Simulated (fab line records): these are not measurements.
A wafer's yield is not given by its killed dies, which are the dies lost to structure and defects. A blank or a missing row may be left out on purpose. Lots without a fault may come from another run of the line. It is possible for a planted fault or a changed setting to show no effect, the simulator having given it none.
Struck lot and sound lot, side by side	flow sfq_line	28 out of 325 route steps
Sound: the wafers L689.2, L689.3, L689.5. Struck: wafer L685.2 (left out: L685.6, a lot-mate that was not struck); the cause follows at the end.
Order at every step that has rows: each side's tool, ch and its chambers, its first start. Under that, the readings that differ: sound wafers	struck wafers	difference of the means	sigmas: that difference in standard deviations of wafers without a fault.
alike: readings whose means differ by less than 2 such deviations, and words and numbers that are the same on both sides. not compared: withheld readings, readings that some wafer has no value for, bounds like >300 that may hide the same value, and numbers for which the record gives no deviation and whose values overlap.
A row with sigmas, a row that says differs or no value, or rows on one side alone: a step with any of these is where the two part. When numbers do not overlap yet have no deviation, they are printed without sigmas and do not part them. Lack of a reading on every wafer of one side parts them only where that side has two or more wafers.

first, 6 steps without rows for these wafers: SFQ_TRILAYER_M1_LITHO_COAT_044 (resist thk 62 nm); SFQ_TRILAYER_M1_LITHO_COAT_039 (resist thk 600 nm); SFQ_TRILAYER_M1_LITHO_SOFTBAKE_043; SFQ_TRILAYER_M1_LITHO_EXPOSE_040 (exposes mask M1, target cd 500 nm); SFQ_TRILAYER_M1_LITHO_PEB_042 (peb time 60 s); SFQ_TRILAYER_M1_LITHO_DEVELOP_041 (time 60 s).
SFQ_M1_OVL_MEAS_911:
  sound on overlay-01 at day 32 11:10; struck on overlay-02 at day 29 15:35
  alike: M1_OVL
SFQ_TRILAYER_M1_BARC_OPEN_METAL_ETCH_054: etches BARC in O2, target depth 125 nm, time 41.7 s.
  sound on rie_metal-02 ch 1, day 32 11:11; struck on rie_metal-02 ch 0, day 29 15:37
reading	sound	struck	difference	sigmas
he_backside_leak_sccm (sccm)	3.16 3.12 3.27	3.66	+0.48	+2
rf_fwd_power_W (W)	596 599 594	588	-8	-3
  alike: drypump_motor_current_A, oes_product_au
  not compared: rf_hours_counter_h
SFQ_TRILAYER_M1_ETCH_METAL_ETCH_042: etches Nb in Cl2/Ar, stops on SiO2, target depth 240 nm, time 120 s.
  sound on rie_metal-02 ch 1, day 32 11:15; struck on rie_metal-02 ch 0, day 29 15:41
  alike: drypump_motor_current_A, he_backside_leak_sccm, oes_product_au, rf_fwd_power_W
  not compared: rf_hours_counter_h
SFQ_TRILAYER_M1_STRIP_STRIP_043: strips in O2.
  sound on rie_metal-02 ch 1, day 32 11:22; struck on rie_metal-02 ch 0, day 29 15:48
  alike: drypump_motor_current_A, he_backside_leak_sccm, oes_product_au
  not compared: rf_hours_counter_h
then, 1 step without rows for these wafers: SFQ_TRILAYER_M1_STRIP_SOLV_CLEAN_044 (cleans in NMP, time 600 s).
SFQ_TRILAYER_I1_DEP_PECVD_045: deposits SiO2 from SiH4/N2O, time 111.11 s, target thk 500 nm.
  sound on pecvd-04 ch 0,1, day 32 12:10; struck on pecvd-01 ch 0, day 29 16:45
reading	sound	struck	difference	sigmas
heater_power_w (W)	107 106 111	60	-48	-3
rf_fwd_power_W (W)	182.6 182.9 183.2	184.1	+1.2	+2
  alike: throttle_valve_pct
SFQ_TRILAYER_I1_CMP_CMP_046: polishes SiO2.
  sound on cmp-02 ch 0,1,2, day 32 13:14; struck on cmp-01 ch 3, day 29 17:50
reading	sound	struck	difference	sigmas
motor_current_A (A)	9.7 8.5 8.1	10.5	+1.7	+2
model.SiO2_of_TRILAYER_I1_DEP_PECVD_045.thk_nm (nm)	199.1 200.4 199.2	184.7	-14.9	
  alike: slurry_filter_dp_kPa, time_to_endpoint_s
SFQ_I1_BOW_MEAS_912:
  sound on film_metro-02 at day 32 15:16; struck on film_metro-02 at day 29 21:10
  not compared: I1_BOW
SFQ_TRILAYER_I1_METRO_MEASURE_047:
  sound on film_metro-02 at day 32 15:34; struck on film_metro-02 at day 30 02:17
reading	sound	struck	difference	sigmas
thk_nm (nm)	199.1 200.3 199.1	184.6	-14.9	-12
then, 6 steps without rows for these wafers: SFQ_TRILAYER_I1_VIA_LITHO_COAT_054 (resist thk 62 nm); SFQ_TRILAYER_I1_VIA_LITHO_COAT_049 (resist thk 650 nm); SFQ_TRILAYER_I1_VIA_LITHO_SOFTBAKE_053; SFQ_TRILAYER_I1_VIA_LITHO_EXPOSE_050 (exposes mask I1, target cd 500 nm); SFQ_TRILAYER_I1_VIA_LITHO_PEB_052 (peb time 60 s); SFQ_TRILAYER_I1_VIA_LITHO_DEVELOP_051 (time 60 s).
SFQ_I1_OVL_MEAS_913:
  sound on overlay-01 at day 34 02:19; struck on overlay-02 at day 30 10:04
  alike: I1_OVL
SFQ_TRILAYER_I1_VIA_BARC_OPEN_VIA_ETCH_071: etches BARC in O2, target depth 125 nm, time 41.7 s.
  sound on rie_diel-02 ch 0,3, day 34 02:20; struck on rie_diel-02 ch 3, day 30 17:50
  alike: drypump_motor_current_A, oes_product_au, rf_fwd_power_W
  not compared: rf_hours_counter_h
SFQ_TRILAYER_I1_VIA_ETCH_VIA_ETCH_052: etches SiO2 in CHF3, stops on Nb, target depth 260 nm.
  sound on rie_diel-02 ch 0,3, day 34 02:23; struck on rie_diel-02 ch 3, day 30 17:53
reading	sound	struck	difference	sigmas
oes_product_au (a.u.)	0.855 0.848 0.856	0.822	-0.031	-6
model.I1.feature_depth_nm (nm)	199.1 200.4 199.2	184.7	-14.9	
model.etch.depth_nm (nm)	199.1 200.4 199.2	184.7	-14.9	
  alike: drypump_motor_current_A, rf_fwd_power_W
then, 2 steps without rows for these wafers: SFQ_TRILAYER_I1_VIA_STRIP_STRIP_053 (strips in O2); SFQ_TRILAYER_I1_VIA_STRIP_SOLV_CLEAN_054 (cleans in NMP, time 600 s).
SFQ_TRILAYER_M2_DEP_PRE_CLEAN_056: time 22.5 s.
  sound on pvd_sputter-04 at day 34 03:16; struck on pvd_sputter-06 at day 30 18:46
reading	sound	struck	difference	sigmas
model.SiO2_of_TRILAYER_I1_DEP_PECVD_045.thk_nm (nm)	191.6 192.9 191.7	177.2	-14.9	
then, 1 step without rows for these wafers: SFQ_TRILAYER_M2_DEP_SPUTTER_055 (material Nb, target thk 200 nm, time 133.3 s).

== WHERE THEY PART ==
At SFQ_TRILAYER_M1_BARC_OPEN_METAL_ETCH_054 first; at SFQ_TRILAYER_I1_VIA_ETCH_VIA_ETCH_052 last (within this record only).

WHY: whatever the simulator had introduced
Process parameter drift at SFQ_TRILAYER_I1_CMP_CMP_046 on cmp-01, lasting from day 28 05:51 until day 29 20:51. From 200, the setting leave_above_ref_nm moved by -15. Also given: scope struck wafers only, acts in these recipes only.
